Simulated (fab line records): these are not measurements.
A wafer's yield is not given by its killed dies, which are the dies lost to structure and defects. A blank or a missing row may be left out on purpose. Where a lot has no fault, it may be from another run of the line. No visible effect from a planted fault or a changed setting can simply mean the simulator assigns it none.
fab line records -- flow sky130 -- part 2 of 2: steps 28 to 39 of 39
record: lots: 5, wafers: 15, last-day: 50
route steps=708 shown POLY_GATE@230 LDD_N@237 LDD_P@255 LDD_HVN@267
lots that met no fault: taken from a fault-free run of the same line
start-h: hours from the record's opening day to when the first of the lot's shown wafers began -- wait-h: hours elapsed since this lot's preceding step -- " identical to the entry in the row above -- L1.1+2: a single row standing in for several wafers -- - value missing, or start not given -- * or withheld: withheld -- < > ~ a bound
route shown NAME@n: names a module that has steps shown in the file, with the first one's number in the route -- usual: average and standard deviation across the fault-free wafers -- same: alike in all rows -- chamber/n: place in a boat -- sites: each site's reading -- _std_site: standard deviation of those values -- _edge_site: inner sites' mean taken away from outer sites' mean -- radius-mm: how far each site lies from the wafer's centre -- mask NAME#n: copy n -- behind: the most recent tool/chamber to have shaped the wafer -- hold: the reason the lot was held/the length of the hold in hours/how it ended -- device: whichever transistor did not switch (one of n, p or np) -- end of line: at the end of the route, the tests of the same wafers -- a step without rows: its recipe alone -- killed: not the wafer's yield, but the dies lost to structure and defects at the first sort -- map: a wafer's dies, x killed, . not, _ none there
set.NAME: the setting that was run; set.NAME@STEP: the one run at that earlier step -- model.NAME: the simulator's own value behind a step, which no gauge read
a table for each step, a row for each wafer; lots at some steps of the route
services: a tool's chamber out of use, with start hour (start-h, from the record's first day; less than 0 if before it), hours out, and reason
== steps ==
step: SKY_LDD_P_COAT_02
recipe: resist: NOVOLAK, spin-rpm: 3000, resist-thk-nm: 1140
usual: dispense-pressure-kPa: 53/3.5
lot.wafer,tool,chamber,start-h,wait-h,dispense-pressure-kPa
L078.1,litho-track-04,0,461.72,0.1,52
L078.4,litho-track-04,0,461.72,0.1,52
L078.6,litho-track-04,0,461.72,0.1,52
L084.3,litho-track-01,0,519.34,0.1,58
L084.5,litho-track-01,0,519.34,0.1,58
L084.6,litho-track-01,0,519.34,0.1,58
L086.2,litho-track-03,0,533.95,0.1,49
L086.4,litho-track-03,0,533.95,0.1,49
L086.6,litho-track-03,0,533.95,0.1,49
L090.3,litho-track-01,0,560.19,0.1,58
L090.4,litho-track-01,0,560.19,0.1,58
L090.5,litho-track-01,0,560.19,0.1,58
L095.2,litho-track-01,0,599.41,0.1,58
L095.5,litho-track-01,0,599.41,0.1,58
L095.6,litho-track-01,0,599.41,0.1,58
step: SKY_LDD_P_SOFTBAKE_03
recipe: temp-c: 90, time-s: 60, resist: NOVOLAK
lot.wafer,tool,chamber,start-h,wait-h
L078.1+4+6,litho-track-04,0,461.87,0.1
L084.3+5+6,litho-track-01,0,519.49,0.1
L086.2+4+6,litho-track-03,0,534.10,0.1
L090.3+4+5,litho-track-01,0,560.34,0.1
L095.2+5+6,litho-track-01,0,599.56,0.1
step: SKY_LDD_P_EXPOSE_04
recipe: mask-id: PSDM, na: 0.6, source-shape: conventional, sigma-outer: 0.6, polarization: unpolarized, target-cd-nm: 380, dose-mj: 138
usual: focus-offset-nm: -0.1/0.52
same: sigma-outer: 0.6
lot.wafer,tool,chamber,start-h,wait-h,mask,focus-offset-nm
L078.1,iline-stepper-01,0,-,-,PSDM#0,-0.1
L078.4,iline-stepper-01,0,-,-,PSDM#0,-0.4
L078.6,iline-stepper-01,0,-,-,PSDM#0,-0.2
L084.3,iline-stepper-01,0,-,-,PSDM#0,0.0
L084.5,iline-stepper-01,0,-,-,PSDM#0,0.4
L084.6,iline-stepper-01,0,-,-,PSDM#0,-0.3
L086.2,iline-stepper-02,0,-,-,PSDM#0,-0.1
L086.4,iline-stepper-02,0,-,-,PSDM#0,-0.7
L086.6,iline-stepper-02,0,-,-,PSDM#0,-0.6
L090.3,iline-stepper-01,0,-,-,PSDM#0,-0.6
L090.4,iline-stepper-01,0,-,-,PSDM#0,-0.9
L090.5,iline-stepper-01,0,-,-,PSDM#0,-0.6
L095.2,iline-stepper-02,0,-,-,PSDM#0,-0.4
L095.5,iline-stepper-02,0,-,-,PSDM#0,0.7
L095.6,iline-stepper-02,0,-,-,PSDM#0,0.2
step: SKY_LDD_P_PEB_05
recipe: temp-c: withheld, time-s: *, resist: NOVOLAK
lot.wafer,tool,chamber,start-h,wait-h
L078.1+4+6,litho-track-03,0,-,-
L084.3+5+6,litho-track-01,0,-,-
L086.2+4+6,litho-track-01,0,-,-
L090.3+4+5,litho-track-01,0,-,-
L095.2+5+6,litho-track-01,0,-,-
step: SKY_LDD_P_DEVELOP_06
recipe: resist: NOVOLAK, developer: TMAH, develop-time-s: 60, dev-temp-c: 23
lot.wafer,tool,chamber,start-h,wait-h
L078.1+4+6,litho-track-03,0,476.87,0.1
L084.3+5+6,litho-track-01,0,533.84,0.1
L086.2+4+6,litho-track-01,0,549.61,0.1
L090.3+4+5,litho-track-01,0,575.34,0.1
L095.2+5+6,litho-track-01,0,614.06,0.1
step: SKY_LDD_P_CD_MEAS_07
recipe: target-cd-nm: 380
usual: cd-nm: 379.8/2.7
lot.wafer,tool,chamber,start-h,wait-h,cd-nm
L078.1,cd-sem-02,-,477.02,0.1,379.0
L078.4,cd-sem-02,-,477.02,0.1,379.4
L078.6,cd-sem-02,-,477.02,0.1,381.4
L084.3,cd-sem-01,-,533.98,0.1,376.7
L084.5,cd-sem-01,-,533.98,0.1,377.3
L084.6,cd-sem-01,-,533.98,0.1,378.5
L086.2,cd-sem-02,-,549.76,0.1,383.8
L086.4,cd-sem-02,-,549.76,0.1,381.8
L086.6,cd-sem-02,-,549.76,0.1,383.5
L090.3,cd-sem-02,-,575.48,0.1,381.3
L090.4,cd-sem-02,-,575.48,0.1,379.9
L090.5,cd-sem-02,-,575.48,0.1,380.0
L095.2,cd-sem-01,-,614.21,0.1,378.1
L095.5,cd-sem-01,-,614.21,0.1,380.3
L095.6,cd-sem-01,-,614.21,0.1,380.0
step: SKY_LDD_P_OVL_MEAS_08
usual: LDD_P_OVL: -0.2/1.3
lot.wafer,tool,chamber,start-h,wait-h,LDD_P_OVL[nm]
L078.1,overlay-01,-,477.14,0.1,-2.4
L078.4,overlay-01,-,477.14,0.1,-0.1
L078.6,overlay-01,-,477.14,0.1,-1.7
L084.3,overlay-02,-,534.07,0.1,-0.3
L084.5,overlay-02,-,534.07,0.1,0.6
L084.6,overlay-02,-,534.07,0.1,1.6
L086.2,overlay-01,-,549.86,0.1,0.2
L086.4,overlay-01,-,549.86,0.1,-0.2
L086.6,overlay-01,-,549.86,0.1,-1.0
L090.3,overlay-01,-,575.57,0.1,-1.3
L090.4,overlay-01,-,575.57,0.1,0.9
L090.5,overlay-01,-,575.57,0.1,0.2
L095.2,overlay-01,-,614.31,0.1,-0.6
L095.5,overlay-01,-,614.31,0.1,0.7
L095.6,overlay-01,-,614.31,0.1,-1.8
step: SKY_LDD_P_IMPLANT_09
recipe: species: BF2, energy-kev: 25, dose-cm2: 1e+13, tilt-deg: withheld
usual: faraday-current-uA: 56.3/1
lot.wafer,tool,chamber,start-h,wait-h,faraday-current-uA
L078.1,implanter-04,0,477.18,0.0,57.2
L078.4,implanter-04,0,477.18,0.0,53.5
L078.6,implanter-04,0,477.18,0.0,56.2
L084.3,implanter-03,0,534.14,0.1,56.5
L084.5,implanter-03,0,534.14,0.1,54.8
L084.6,implanter-03,0,534.14,0.1,56.8
L086.2,implanter-04,0,549.92,0.0,56.8
L086.4,implanter-04,0,549.92,0.0,57.1
L086.6,implanter-04,0,549.92,0.0,55.7
L090.3,implanter-04,0,575.64,0.1,56.3
L090.4,implanter-04,0,575.64,0.1,56.6
L090.5,implanter-04,0,575.64,0.1,54.9
L095.2,implanter-03,0,614.37,0.0,56.3
L095.5,implanter-03,0,614.37,0.0,58.0
L095.6,implanter-03,0,614.37,0.0,57.8
step: SKY_LDD_P_STRIP_10
recipe: chemistry: O2/N2, power-w: 1400, pressure-mtorr: 1500, platen-temp-c: withheld, o2-flow-sccm: 3000, n2-flow-sccm: 300, overash-fraction: 0.5
usual: drypump-motor-current-A: 5.9/0.54, n2-flow-sccm: 300.0/0.87, oes-product-au: 0.716/0.0046, strip-time-to-endpoint-s: 14.17/0.04
lot.wafer,tool,chamber,start-h,wait-h,drypump-motor-current-A,n2-flow-sccm,oes-product-au,rf-hours-counter-h,strip-time-to-endpoint-s
L078.1,plasma-asher-03,0,477.33,0.1,5.9,300.3,0.720,3,14.20
L078.4,plasma-asher-03,1,477.33,0.1,6.2,300.7,0.723,-,14.16
L078.6,plasma-asher-03,0,477.33,0.1,5.9,299.3,0.717,-,14.18
L084.3,plasma-asher-02,0,534.28,0.1,5.0,300.6,0.719,-,14.18
L084.5,plasma-asher-02,0,534.28,0.1,5.0,299.1,0.721,-,14.20
L084.6,plasma-asher-02,1,534.28,0.1,6.0,302.0,0.723,-,14.18
L086.2,plasma-asher-03,1,550.04,0.1,6.2,300.8,0.714,12,14.15
L086.4,plasma-asher-03,0,550.04,0.1,5.9,299.4,0.726,-,14.16
L086.6,plasma-asher-03,0,550.04,0.1,5.9,301.1,0.714,-,14.14
L090.3,plasma-asher-04,1,575.78,0.1,5.8,300.1,0.719,-,14.21
L090.4,plasma-asher-04,0,575.78,0.1,6.6,300.8,0.717,-,14.18
L090.5,plasma-asher-04,0,575.78,0.1,6.6,299.8,0.717,-,14.21
L095.2,plasma-asher-02,1,614.49,0.1,6.1,298.9,0.713,77,14.14
L095.5,plasma-asher-02,0,614.49,0.1,5.0,300.1,0.715,-,14.14
L095.6,plasma-asher-02,1,614.49,0.1,6.0,298.7,0.715,-,14.11
step: SKY_LDD_P_TW_MEAS_11
usual: LDD_P_TW: 638/7.4
lot.wafer,tool,chamber,start-h,wait-h,LDD_P_TW
L078.1,film-metro-04,-,477.43,0.1,646
L078.4,film-metro-04,-,477.43,0.1,646
L078.6,film-metro-04,-,477.43,0.1,645
L084.3,film-metro-04,-,534.36,0.1,651
L084.5,film-metro-04,-,534.36,0.1,651
L084.6,film-metro-04,-,534.36,0.1,649
L086.2,film-metro-02,-,550.15,0.1,631
L086.4,film-metro-02,-,550.15,0.1,631
L086.6,film-metro-02,-,550.15,0.1,629
L090.3,film-metro-03,-,575.86,0.1,644
L090.4,film-metro-03,-,575.86,0.1,647
L090.5,film-metro-03,-,575.86,0.1,645
L095.2,film-metro-04,-,614.60,0.1,648
L095.5,film-metro-04,-,614.60,0.1,643
L095.6,film-metro-04,-,614.60,0.1,645
step: SKY_LDD_HVN_DEHYDRATE_00
recipe: temp-c: 200, time-s: 60
lot.wafer,tool,chamber,start-h,wait-h
L078.1+4+6,litho-track-01,0,492.39,14.9
L084.3+5+6,litho-track-02,0,549.30,14.9
L086.2+4+6,litho-track-02,0,564.23,14.1
L090.3+4+5,litho-track-01,0,590.29,14.4
L095.2+5+6,litho-track-03,0,627.90,13.3
step: SKY_LDD_HVN_HMDS_01
recipe: prime-time-s: 60, prime-temp-c: 120
lot.wafer,tool,chamber,start-h,wait-h
L078.1+4+6,litho-track-01,0,492.54,0.1
L084.3+5+6,litho-track-02,0,549.45,0.1
L086.2+4+6,litho-track-02,0,564.38,0.1
L090.3+4+5,litho-track-01,0,590.44,0.1
L095.2+5+6,litho-track-03,0,628.05,0.1
== services ==
tool,chamber,start-h,hours,kind
iline-stepper-02,-,393.78,4.7,repair
implanter-03,-,393.98,2.2,repair
plasma-asher-02,-,403.98,2.8,pm
plasma-asher-02,-,415.85,15.6,pm
plasma-asher-03,-,420.25,15.6,pm
iline-stepper-02,-,424.57,2.7,repair
wet-bench-02,-,428.57,4.0,repair
plasma-asher-03,-,435.85,9.0,pm
implanter-03,-,436.56,6.5,pm
rie-diel-01,0,442.91,6.5,repair
iline-stepper-02,-,462.49,6.2,repair
implanter-03,-,467.20,4.1,repair
plasma-asher-02,-,478.57,10.8,repair
iline-stepper-01,-,478.67,3.9,repair
plasma-asher-01,-,480.85,14.6,pm
plasma-asher-02,-,483.34,8.6,repair
iline-stepper-01,-,483.81,1.7,pm
implanter-04,-,496.50,1.4,repair
implanter-02,-,506.23,1.8,repair
rie-si-01,-,519.68,28.1,pm
implanter-04,-,542.53,3.1,pm
rie-si-01,1,556.61,9.0,repair
implanter-04,-,564.60,6.7,repair
iline-stepper-01,-,623.63,1.2,repair
